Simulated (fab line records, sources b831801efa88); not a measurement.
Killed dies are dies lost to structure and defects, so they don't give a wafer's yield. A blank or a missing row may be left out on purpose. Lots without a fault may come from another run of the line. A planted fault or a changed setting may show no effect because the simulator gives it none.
Which tool did it? | flow gf180mcu | 14 lots, 42 wafers sampled, at 4 steps of a route of 602

WHAT THE GAUGES READ, wafer by wafer
GF_PASSIVATION_BOW_MEAS_14.
lot  | measured     | on            | PASSIVATION_BOW (um)
L639 | day 28 19:18 | film_metro-02 | 141 151 143
L640 | day 29 02:10 | film_metro-01 | 125 125 128
L641 | day 29 16:49 | film_metro-03 | 139 135 134
L642 | day 30 02:16 | film_metro-01 | 119 117 131
L643 | day 30 11:16 | film_metro-02 | 145 131 123
L645 | day 30 22:08 | film_metro-02 | 121 131 121
L646 | day 31 09:58 | film_metro-03 | 148 143 161
L647 | day 31 11:57 | film_metro-02 | 122 137 134
L648 | day 31 15:58 | film_metro-02 | 118 120 124
L649 | day 31 21:13 | film_metro-01 | 112 117 127
L650 | day 32 10:43 | film_metro-02 | 140 145 138
L658 | day 34 03:26 | film_metro-03 | 134 118 136
L661 | day 34 17:31 | film_metro-03 | 128 132 120
L662 | day 34 20:47 | film_metro-03 | 137 121 140

WHICH TOOL RAN EACH LOT (tool, then ch and the chambers of the sampled wafers, then the start)
lot  | GF_V5_CVD_02                    | GF_V5_SPUTTER_21             | GF_TOP_METAL_SPUTTER_01
L639 | pecvd-03 ch 0,2, day 26 00:36   | pvd_sputter-02, day 26 22:48 | pvd_sputter-03, day 26 23:35
L640 | pecvd-04 ch 0,1, day 26 10:17   | pvd_sputter-02, day 27 07:24 | pvd_sputter-03, day 27 08:19
L641 | pecvd-02 ch 0,1,2, day 27 01:10 | pvd_sputter-03, day 27 22:53 | pvd_sputter-03, day 27 23:41
L642 | pecvd-04 ch 1,2, day 27 11:54   | pvd_sputter-03, day 28 08:30 | pvd_sputter-01, day 28 09:17
L643 | pecvd-02 ch 0,1,2, day 27 20:28 | pvd_sputter-04, day 28 17:32 | pvd_sputter-03, day 28 18:20
L645 | pecvd-03 ch 0,2, day 28 10:25   | pvd_sputter-02, day 29 06:04 | pvd_sputter-03, day 29 06:52
L646 | pecvd-04 ch 0,2, day 28 21:42   | pvd_sputter-04, day 29 18:02 | pvd_sputter-03, day 29 18:50
L647 | pecvd-04 ch 0,1,2, day 29 00:32 | pvd_sputter-02, day 29 20:10 | pvd_sputter-03, day 29 20:58
L648 | pecvd-03 ch 0,1,2, day 29 03:39 | pvd_sputter-02, day 29 23:46 | pvd_sputter-03, day 30 00:34
L649 | pecvd-04 ch 0,1, day 29 09:38   | pvd_sputter-03, day 30 05:40 | pvd_sputter-03, day 30 06:29
L650 | pecvd-04 ch 0,2, day 30 00:08   | pvd_sputter-03, day 30 19:31 | pvd_sputter-03, day 30 20:19
L658 | pecvd-04 ch 0,2, day 31 22:37   | pvd_sputter-03, day 32 16:33 | pvd_sputter-01, day 32 17:21
L661 | pecvd-04 ch 0,2, day 32 14:57   | pvd_sputter-04, day 33 07:54 | pvd_sputter-02, day 33 08:47
L662 | pecvd-04 ch 0,1,2, day 32 18:12 | pvd_sputter-03, day 33 11:50 | pvd_sputter-01, day 33 13:00
- GF_V5_CVD_02: deposits SiO2 from TEOS, target thk 1450 nm, time 163.28 s.
- GF_V5_SPUTTER_21: material Ti, target thk 15 nm, time 80.02 s.
- GF_TOP_METAL_SPUTTER_01: material TiN, target thk 30 nm, time 25 s.

WHAT THE TOOLS THEMSELVES READ (means of the sampled wafers that have a number; where no wafer has one, the mark that the record gives instead)
GF_V5_CVD_02.
lot  | tool     | heater_power_w (W)
L639 | pecvd-03 | 614
L640 | pecvd-04 | 811
L641 | pecvd-02 | 667
L642 | pecvd-04 | 669
L643 | pecvd-02 | 701
L645 | pecvd-03 | 538
L646 | pecvd-04 | 693
L647 | pecvd-04 | 761
L648 | pecvd-03 | 612
L649 | pecvd-04 | 714
L650 | pecvd-04 | 680
L658 | pecvd-04 | 832
L661 | pecvd-04 | 706
L662 | pecvd-04 | 693

GF_V5_SPUTTER_21.
lot  | tool           | throttle_valve_pct (%)
L639 | pvd_sputter-02 | 29.2
L640 | pvd_sputter-02 | 30.4
L641 | pvd_sputter-03 | 29.8
L642 | pvd_sputter-03 | 29.5
L643 | pvd_sputter-04 | 29.3
L645 | pvd_sputter-02 | 29.7
L646 | pvd_sputter-04 | 29.6
L647 | pvd_sputter-02 | 29.7
L648 | pvd_sputter-02 | 28.8
L649 | pvd_sputter-03 | 29.8
L650 | pvd_sputter-03 | 29.6
L658 | pvd_sputter-03 | 29.2
L661 | pvd_sputter-04 | 29.7
L662 | pvd_sputter-03 | 29.5

GF_TOP_METAL_SPUTTER_01.
lot  | tool           | throttle_valve_pct (%)
L639 | pvd_sputter-03 | 29.3
L640 | pvd_sputter-03 | 29.2
L641 | pvd_sputter-03 | 29.5
L642 | pvd_sputter-01 | 28.9
L643 | pvd_sputter-03 | 29.4
L645 | pvd_sputter-03 | 29.5
L646 | pvd_sputter-03 | 29.4
L647 | pvd_sputter-03 | 29.7
L648 | pvd_sputter-03 | 30.1
L649 | pvd_sputter-03 | 29.0
L650 | pvd_sputter-03 | 29.5
L658 | pvd_sputter-01 | 28.8
L661 | pvd_sputter-02 | 29.7
L662 | pvd_sputter-01 | 28.6

THE ANSWER, worked out from the rows above alone
Rule: what is usual is taken from the lots themselves. Put in order of their means at a reading, lots are off if they are a third of the lots or fewer, leave a main group of 4 or more, and stand apart from it by a gap of 3 or more times the standard deviation of the main group's means; of several such gaps the widest counts. A main group whose means are all the same, to the digits that the tables above print for the reading, isn't used. A lot without any number at a reading at which 4 lots or more have one is off too. The other lots that the step has rows for count as sound. The gauges are gone through in route order, then the tools' own readings, and for those a lot's mean is taken as printed above. The first step at which some lot is off is used, and at that step the reading that is off furthest; a lot without a number counts as furthest.
No lot is off at any reading shown: from this, nothing can be told.

WHAT THE SIMULATOR HAD PUT IN
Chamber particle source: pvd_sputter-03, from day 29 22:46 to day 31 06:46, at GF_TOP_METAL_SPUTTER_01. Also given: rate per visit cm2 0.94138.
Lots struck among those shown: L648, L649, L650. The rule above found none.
